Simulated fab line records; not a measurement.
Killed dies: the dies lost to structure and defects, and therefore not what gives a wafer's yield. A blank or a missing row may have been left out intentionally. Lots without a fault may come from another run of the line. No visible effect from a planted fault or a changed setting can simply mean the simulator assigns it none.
fab line records	flow sky130
record lots=6	wafers=18	last_day=50
route steps=708 shown LDD_N@249 LDD_P@255 PAD_OPEN@708
lots that met no fault: from a run of the same line without faults
start_h: the number of hours between the record's first day and the start of the first shown wafer of the lot	wait_h: hours from the lot's prior step to this one	" identical to the entry in the row above	L1.1+2: one row covering several wafers at once	- either no value or no given start	* or withheld: withheld	< > ~ a bound
route shown NAME@n: names a module that has steps shown in the file, with the first one's number in the route	usual: mean and standard deviation over wafers with no fault	same: alike in all rows	chamber/n: place in a boat	sites: the reading at each site	_std_site: their standard deviation	_edge_site: the outer-site mean with the inner-site mean subtracted	radius_mm: for every site, how far away it sits from the centre of the wafer	mask NAME#n: copy n	behind: the tool/chamber that last shaped the wafer	hold: why the lot went on hold/how many hours it stayed there/how the hold came to an end	device: transistor that didn't switch, given as n, p or np	end of line: tests of these same wafers at the route's end	a step with no rows: only its recipe	killed: dies that structure and defects cost at the first sort, which is not the same as the wafer's yield	map: a wafer's dies, x killed, . not, _ none there
set.NAME: the run value of the setting; set.NAME@STEP: its run value at that earlier step	model.NAME: the simulator's own value behind a step, which no gauge read
a table for each step, a row for each wafer; lots at some steps of the route
services: from which hour (start_h, from the record's first day; less than 0 if before it) a tool's chamber was out of use, for how many hours, and why
## steps
# step SKY_LDD_N_IMPLANT_12
# recipe species=BF2	energy_kev=50	dose_cm2=5e+12	tilt_deg=30	rotation_deg=0
# step SKY_LDD_N_IMPLANT_13
# recipe species=BF2	energy_kev=50	dose_cm2=5e+12	tilt_deg=30	rotation_deg=90
# step SKY_LDD_N_IMPLANT_14
# recipe species=BF2	energy_kev=50	dose_cm2=5e+12	tilt_deg=30	rotation_deg=180
# step SKY_LDD_N_IMPLANT_15
# recipe species=BF2	energy_kev=50	dose_cm2=5e+12	tilt_deg=30	rotation_deg=270
# step SKY_LDD_N_STRIP_16
# recipe chemistry=O2/N2	power_w=1400	pressure_mtorr=1500	platen_temp_c=withheld	o2_flow_sccm=3000	n2_flow_sccm=300	overash_fraction=0.5
# usual drypump_motor_current_A=5.8/0.56	oes_product_au=0.407/0.005	strip_time_to_endpoint_s=4.316/0.016
lot.wafer	tool	chamber	start_h	wait_h	drypump_motor_current_A	oes_product_au	rf_hours_counter_h	strip_time_to_endpoint_s
L719.1	plasma_asher-02	0	438.40	0.1	6.4	0.402	1	4.323
L719.2	"	1	"	"	6.3	0.404	1	4.326
L719.5	"	1	"	"	6.3	0.415	-	4.317
L721.1	plasma_asher-02	0	460.00	0.1	6.4	0.407	3	4.311
L721.4	"	1	"	"	6.3	0.395	-	4.318
L721.6	"	0	"	"	6.4	0.394	-	4.291
L728.1	plasma_asher-04	1	519.30	0.1	5.1	0.401	38	4.300
L728.3	"	0	"	"	5.2	0.411	-	4.296
L728.5	"	0	"	"	5.2	0.405	-	4.303
L730.1	plasma_asher-02	0	539.81	0.1	6.4	0.412	11	4.348
L730.2	"	1	"	"	6.3	0.410	11	4.327
L730.6	"	0	"	"	6.4	0.404	-	4.353
L733.1	plasma_asher-01	1	577.55	0.1	5.4	0.406	85	4.323
L733.4	"	1	"	"	5.4	0.410	-	4.340
L733.6	"	1	"	"	5.4	0.409	-	4.316
L735.1	plasma_asher-02	1	580.72	0.1	6.3	0.412	15	4.315
L735.2	"	0	"	"	6.4	0.403	15	4.315
L735.5	"	0	"	"	6.4	0.411	-	4.329
# step SKY_LDD_N_TW_MEAS_17
# usual LDD_N_TW=2588/21
lot.wafer	tool	chamber	start_h	wait_h	LDD_N_TW
L719.1	film_metro-04	-	438.50	0.1	2611
L719.2	"	-	"	"	2595
L719.5	"	-	"	"	2602
L721.1	film_metro-04	-	460.10	0.1	2601
L721.4	"	-	"	"	2613
L721.6	"	-	"	"	2616
L728.1	film_metro-01	-	519.40	0.1	2596
L728.3	"	-	"	"	2582
L728.5	"	-	"	"	2590
L730.1	film_metro-04	-	539.91	0.1	2605
L730.2	"	-	"	"	2620
L730.6	"	-	"	"	2598
L733.1	film_metro-03	-	577.65	0.1	2582
L733.4	"	-	"	"	2571
L733.6	"	-	"	"	2583
L735.1	film_metro-01	-	580.82	0.1	2618
L735.2	"	-	"	"	2627
L735.5	"	-	"	"	2603
# step SKY_LDD_P_DEHYDRATE_00
# recipe temp_c=200	time_s=60
# step SKY_LDD_P_HMDS_01
# recipe prime_time_s=60	prime_temp_c=120
# step SKY_LDD_P_COAT_02
# recipe resist=NOVOLAK	spin_rpm=3000	resist_thk_nm=1140
# step SKY_LDD_P_SOFTBAKE_03
# recipe temp_c=90	time_s=60	resist=NOVOLAK
# step SKY_LDD_P_EXPOSE_04
# recipe mask_id=PSDM	na=0.6	source_shape=conventional	sigma_outer=0.6	polarization=unpolarized	target_cd_nm=380	dose_mj=138
# step SKY_LDD_P_PEB_05
# recipe temp_c=withheld	time_s=*	resist=NOVOLAK
# step SKY_LDD_P_DEVELOP_06
# recipe resist=NOVOLAK	developer=TMAH	develop_time_s=60	dev_temp_c=23
# usual developer_temp_C=23.02/0.098
# same develop_time_s=60
lot.wafer	tool	chamber	start_h	wait_h	developer_temp_C
L719.1	litho_track-01	0	468.71	0.1	22.99
L719.2	"	0	"	"	23.19
L719.5	"	0	"	"	22.96
L721.1	litho_track-02	0	490.95	0.1	23.03
L721.4	"	0	"	"	23.02
L721.6	"	0	"	"	22.98
L728.1	litho_track-01	0	549.01	0.1	25.15
L728.3	"	0	"	"	25.08
L728.5	"	0	"	"	25.15
L730.1	litho_track-01	0	569.81	0.1	25.29
L730.2	"	0	"	"	25.31
L730.6	"	0	"	"	25.26
L733.1	litho_track-02	0	605.90	0.1	23.13
L733.4	"	0	"	"	23.06
L733.6	"	0	"	"	23.08
L735.1	litho_track-02	0	610.05	0.1	22.98
L735.2	"	0	"	"	22.99
L735.5	"	0	"	"	23.11
# step SKY_LDD_P_CD_MEAS_07
# recipe target_cd_nm=380
# usual cd_nm=380.0/2.7
lot.wafer	tool	chamber	start_h	wait_h	cd_nm
L719.1	cd_sem-01	-	468.86	0.1	383.8
L719.2	"	-	"	"	382.9
L719.5	"	-	"	"	384.5
L721.1	cd_sem-02	-	491.10	0.1	381.8
L721.4	"	-	"	"	379.3
L721.6	"	-	"	"	382.6
L728.1	cd_sem-02	-	549.16	0.1	372.9
L728.3	"	-	"	"	371.7
L728.5	"	-	"	"	374.4
L730.1	cd_sem-01	-	569.96	0.1	373.7
L730.2	"	-	"	"	373.5
L730.6	"	-	"	"	371.6
L733.1	cd_sem-02	-	606.10	0.2	378.5
L733.4	"	-	"	"	380.7
L733.6	"	-	"	"	380.4
L735.1	cd_sem-01	-	610.20	0.1	380.0
L735.2	"	-	"	"	378.9
L735.5	"	-	"	"	380.8
# step SKY_LDD_P_OVL_MEAS_08
# usual LDD_P_OVL=1.1/1.3
lot.wafer	tool	chamber	start_h	wait_h	LDD_P_OVL[nm]
L719.1	overlay-01	-	468.98	0.1	2.4
L719.2	"	-	"	"	3.5
L719.5	"	-	"	"	0.8
L721.1	overlay-01	-	491.22	0.1	1.0
L721.4	"	-	"	"	0.5
L721.6	"	-	"	"	2.6
L728.1	overlay-01	-	549.28	0.1	0.9
L728.3	"	-	"	"	0.6
L728.5	"	-	"	"	-1.4
L730.1	overlay-02	-	570.08	0.1	0.5
L730.2	"	-	"	"	2.2
L730.6	"	-	"	"	-0.1
L733.1	overlay-02	-	606.22	0.1	-1.0
L733.4	"	-	"	"	1.0
L733.6	"	-	"	"	-0.4
L735.1	overlay-01	-	610.32	0.1	0.9
L735.2	"	-	"	"	0.2
L735.5	"	-	"	"	-0.8
# step SKY_PAD_OPEN_PROBE_99
# usual killed_at_M0_to_M3=43/7.4	killed_at_M4_up=3.1/1.9	killed_at_contacts=25/5.4	killed_at_front_end=15/4.3	killed_at_other=0.3/0.54	killed_dies=86/10	killed_open=46/7.4	killed_short=40/7
# same gross_dies=492	killed_at_back_side=0
lot.wafer	tool	chamber	start_h	wait_h	killed_at_M0_to_M3	killed_at_M4_up	killed_at_contacts	killed_at_front_end	killed_at_other	killed_dies	killed_open	killed_short
L719.1	prober-01	-	1104.26	0.1	47	4	31	16	0	98	57	40
L719.2	prober-01	-	1104.31	0.1	56	2	28	13	0	99	60	39
L719.5	prober-01	-	1104.46	0.2	50	5	29	14	0	98	62	34
L721.1	prober-01	-	1114.21	0.1	39	3	14	18	1	75	41	34
L721.4	prober-01	-	1114.36	0.2	37	2	41	9	0	89	46	43
L721.6	prober-01	-	1114.46	0.2	52	1	30	12	0	95	60	35
L728.1	prober-02	-	1152.24	0.1	46	5	16	19	0	86	41	45
L728.3	prober-02	-	1152.34	0.2	44	3	26	11	0	84	38	46
L728.5	prober-02	-	1152.44	0.2	37	1	30	19	0	87	42	45
# killed by level:class
L719.1 VIA3:geometric_particle:open=14 VIA1:geometric_particle:open=9 CONTACT:geometric_particle:short=9 CONTACT:geometric_particle:open=9 VIA2:geometric_particle:open=8 FIELD_ISO:geometric_particle:open=7 LI_CONTACT:geometric_particle:open=5 FIELD_ISO:geometric_particle:short=4
L719.2 CONTACT:geometric_particle:open=12 LI_CONTACT:geometric_particle:open=10 VIA3:geometric_particle:open=9 VIA2:geometric_particle:open=9 METAL3:geometric_particle:short=9 METAL1:geometric_particle:short=7 VIA1:geometric_particle:open=7 POLY_GATE:geometric_particle:open=6
L719.5 CONTACT:geometric_particle:open=14 VIA1:geometric_particle:open=13 VIA3:geometric_particle:open=9 LI_CONTACT:geometric_particle:open=7 VIA2:geometric_particle:open=6 FIELD_ISO:geometric_particle:open=5 LOCAL_INTERCONNECT:geometric_particle:short=4 METAL1:geometric_particle:short=4
L721.1 VIA1:geometric_particle:open=10 FIELD_ISO:geometric_particle:open=8 METAL2:geometric_particle:short=7 CONTACT:geometric_particle:open=6 VIA2:geometric_particle:open=5 FIELD_ISO:geometric_particle:short=4 LI_CONTACT:geometric_particle:open=4 VIA1:geometric_particle:short=3
L721.4 CONTACT:geometric_particle:open=16 CONTACT:geometric_particle:short=10 VIA1:geometric_particle:open=8 VIA2:geometric_particle:short=7 VIA2:geometric_particle:open=7 LI_CONTACT:geometric_particle:open=6 LOCAL_INTERCONNECT:geometric_particle:short=5 FIELD_ISO:geometric_particle:open=4
L721.6 VIA1:geometric_particle:open=15 CONTACT:geometric_particle:open=14 LI_CONTACT:geometric_particle:open=8 METAL2:geometric_particle:short=8 VIA2:geometric_particle:open=7 VIA3:geometric_particle:open=6 FIELD_ISO:geometric_particle:open=4 METAL1:geometric_particle:short=4
L728.1 VIA1:geometric_particle:short=10 VIA1:geometric_particle:open=8 LI_CONTACT:geometric_particle:open=7 VIA3:geometric_particle:open=7 FIELD_ISO:geometric_particle:short=6 METAL2:geometric_particle:short=6 METAL1:geometric_particle:short=6 POLY_GATE:geometric_particle:short=5
L728.3 METAL2:geometric_particle:short=10 VIA1:geometric_particle:open=9 CONTACT:geometric_particle:short=8 CONTACT:geometric_particle:open=7 LOCAL_INTERCONNECT:geometric_particle:short=6 VIA3:geometric_particle:open=6 POLY_GATE:geometric_particle:open=4 VIA2:geometric_particle:short=4
L728.5 VIA1:geometric_particle:open=10 METAL2:geometric_particle:short=9 CONTACT:geometric_particle:open=8 CONTACT:geometric_particle:short=7 LOCAL_INTERCONNECT:geometric_particle:short=6 POLY_GATE:geometric_particle:short=5 FIELD_ISO:geometric_particle:open=4 FIELD_ISO:geometric_particle:short=4
## services
tool	chamber	start_h	hours	kind
plasma_asher-02	-	421.25	9.0	pm
plasma_asher-02	0	421.25	9.0	vent_cycle
plasma_asher-02	1	421.25	9.0	vent_cycle
plasma_asher-02	0	430.25	-	clean
plasma_asher-02	1	430.25	-	clean
plasma_asher-04	-	530.05	0.4	repair
plasma_asher-02	-	536.14	2.8	pm
plasma_asher-04	-	572.29	35.1	repair
plasma_asher-04	-	579.90	4.8	repair
plasma_asher-01	-	607.63	14.6	pm
## key
first_sign step=SKY_LDD_P_DEVELOP_06	reading=developer_temp_C	direction=up	sigmas=22	usual=*	struck=*
effect step=SKY_LDD_P_CD_MEAS_07	reading=cd_nm	direction=down	sigmas=2.7	usual=380.0	struck=373.0
met_at SKY_LDD_P_DEVELOP_06
struck_wafers L728.1,L728.3,L728.5,L730.1,L730.2,L730.6
tester_left_out L728,L730
onset_between 468.71 549.01
fault kind=process_parameter_drift	tool=litho_track-01	chamber=-	onset_h=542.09	steps=SKY_LDD_P_DEVELOP_06	channel=dev_temp_c	offset=*	shape=step	end_h=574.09	acts_in=*	stated=*
# tester_left_out: of these lots the tester's yield and bins aren't shown, on N5 and GAA mostly nor the transistor test; their killed dies are dies lost to structure and defects alone, not to doping, threshold or leakage, so they don't give the yield
